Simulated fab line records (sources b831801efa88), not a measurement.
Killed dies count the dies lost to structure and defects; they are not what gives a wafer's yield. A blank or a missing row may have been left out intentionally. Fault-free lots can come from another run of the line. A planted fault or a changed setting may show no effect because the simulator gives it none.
Matching of chambers || flow sky130 || SKY_VIA2_CMP_02 on cmp-02 has 4 sister chambers
The step polishes SiO2. 24 wafers are shown with their chamber, then 12 later ones without.

== EACH WAFER AND ITS CHAMBER ==
{"wafer": "L076.1", "chamber": 3, "motor current A (A)": 12.6, "edge zone pressure frac": 0.998}
{"wafer": "L076.4", "chamber": 0, "motor current A (A)": 12.8, "edge zone pressure frac": 0.994}
{"wafer": "L076.6", "chamber": 0, "motor current A (A)": 13.4, "edge zone pressure frac": 0.995}
{"wafer": "L078.1", "chamber": 3, "motor current A (A)": 12.9, "edge zone pressure frac": 1.002}
{"wafer": "L078.3", "chamber": 0, "motor current A (A)": 13.3, "edge zone pressure frac": 1.003}
{"wafer": "L078.6", "chamber": 0, "motor current A (A)": 12.2, "edge zone pressure frac": 0.995}
{"wafer": "L080.1", "chamber": 2, "motor current A (A)": 11.8, "edge zone pressure frac": 1.006}
{"wafer": "L080.2", "chamber": 3, "motor current A (A)": 13.3, "edge zone pressure frac": 1.003}
{"wafer": "L080.6", "chamber": 0, "motor current A (A)": 13.1, "edge zone pressure frac": 0.990}
{"wafer": "L081.3", "chamber": 0, "motor current A (A)": 13.1, "edge zone pressure frac": 1.009}
{"wafer": "L081.4", "chamber": 3, "motor current A (A)": 12.8, "edge zone pressure frac": 1.003}
{"wafer": "L081.5", "chamber": 0, "motor current A (A)": 12.7, "edge zone pressure frac": 0.996}
{"wafer": "L082.1", "chamber": 1, "motor current A (A)": 12.0, "edge zone pressure frac": 1.002}
{"wafer": "L082.3", "chamber": 0, "motor current A (A)": 12.9, "edge zone pressure frac": 0.997}
{"wafer": "L082.6", "chamber": 1, "motor current A (A)": 11.6, "edge zone pressure frac": 1.006}
{"wafer": "L083.2", "chamber": 3, "motor current A (A)": 13.3, "edge zone pressure frac": 1.009}
{"wafer": "L083.3", "chamber": 0, "motor current A (A)": 12.6, "edge zone pressure frac": 1.001}
{"wafer": "L083.4", "chamber": 2, "motor current A (A)": 12.4, "edge zone pressure frac": 1.001}
{"wafer": "L084.1", "chamber": 0, "motor current A (A)": 12.9, "edge zone pressure frac": 1.012}
{"wafer": "L084.5", "chamber": 0, "motor current A (A)": 13.2, "edge zone pressure frac": 0.998}
{"wafer": "L084.6", "chamber": 3, "motor current A (A)": 12.8, "edge zone pressure frac": 0.994}
{"wafer": "L087.1", "chamber": 0, "motor current A (A)": 13.0, "edge zone pressure frac": 1.006}
{"wafer": "L087.3", "chamber": 3, "motor current A (A)": 12.0, "edge zone pressure frac": 0.999}
{"wafer": "L087.4", "chamber": 1, "motor current A (A)": 12.0, "edge zone pressure frac": 0.995}

SIGNATURES, as means of the wafers listed above
{"reading": "motor current A", "chamber 0": 12.933, "chamber 1": 11.867, "chamber 2": 12.100, "chamber 3": 12.814, "scatter within a chamber": 0.366}
{"reading": "edge zone pressure frac", "chamber 0": 0.99967, "chamber 1": 1.00100, "chamber 2": 1.00350, "chamber 3": 1.00114, "scatter within a chamber": 0.00589}
Rule: distance of a wafer from a chamber = root of the sum over the readings of ((wafer's reading minus chamber's mean) / reading's scatter) squared. If the next closest chamber is less than 2 further off than the closest, the wafer can't be placed; otherwise it belongs to the closest. How the scatter is found: for the shown wafers, subtract from each reading the mean of its chamber, square and add these, divide the total by (wafers less chambers), then take the root.

== WAFERS WITH NO CHAMBER GIVEN ==
{"wafer": "L090.1", "motor current A (A)": 12.7, "edge zone pressure frac": 0.991}
{"wafer": "L090.4", "motor current A (A)": 12.1, "edge zone pressure frac": 1.000}
{"wafer": "L090.6", "motor current A (A)": 13.2, "edge zone pressure frac": 0.997}
{"wafer": "L093.3", "motor current A (A)": 11.6, "edge zone pressure frac": 1.002}
{"wafer": "L093.4", "motor current A (A)": 13.0, "edge zone pressure frac": 0.995}
{"wafer": "L093.5", "motor current A (A)": 12.7, "edge zone pressure frac": 1.004}
{"wafer": "L096.2", "motor current A (A)": 12.5, "edge zone pressure frac": 1.009}
{"wafer": "L096.4", "motor current A (A)": 11.7, "edge zone pressure frac": 1.003}
{"wafer": "L096.6", "motor current A (A)": 12.4, "edge zone pressure frac": 0.995}
{"wafer": "L097.4", "motor current A (A)": 12.7, "edge zone pressure frac": 0.996}
{"wafer": "L097.5", "motor current A (A)": 12.5, "edge zone pressure frac": 1.003}
{"wafer": "L097.6", "motor current A (A)": 13.6, "edge zone pressure frac": 1.009}

== CHAMBER TAKEN BY EACH ==
{"wafer": "L090.1", "from the rows above": "can't be placed: 0 or 3 or 2 or 1", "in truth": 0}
{"wafer": "L090.4", "from the rows above": "can't be placed: 2 or 1 or 3 or 0", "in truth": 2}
{"wafer": "L090.6", "from the rows above": "can't be placed: 0 or 3", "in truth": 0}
{"wafer": "L093.3", "from the rows above": "can't be placed: 1 or 2", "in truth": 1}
{"wafer": "L093.4", "from the rows above": "can't be placed: 0 or 3", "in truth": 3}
{"wafer": "L093.5", "from the rows above": "can't be placed: 3 or 0 or 2 or 1", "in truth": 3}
{"wafer": "L096.2", "from the rows above": "can't be placed: 2 or 3 or 0 or 1", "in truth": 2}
{"wafer": "L096.4", "from the rows above": "can't be placed: 1 or 2", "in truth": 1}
{"wafer": "L096.6", "from the rows above": "can't be placed: 3 or 0 or 2 or 1", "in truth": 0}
{"wafer": "L097.4", "from the rows above": "can't be placed: 0 or 3 or 2 or 1", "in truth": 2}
{"wafer": "L097.5", "from the rows above": "can't be placed: 3 or 2 or 0 or 1", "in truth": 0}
{"wafer": "L097.6", "from the rows above": "can't be placed: 0 or 3 or 2", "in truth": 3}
Placed correctly: 0 of 12. These rows do not allow placing 12 (true chamber among the candidates in 12). Placed wrongly: 0.
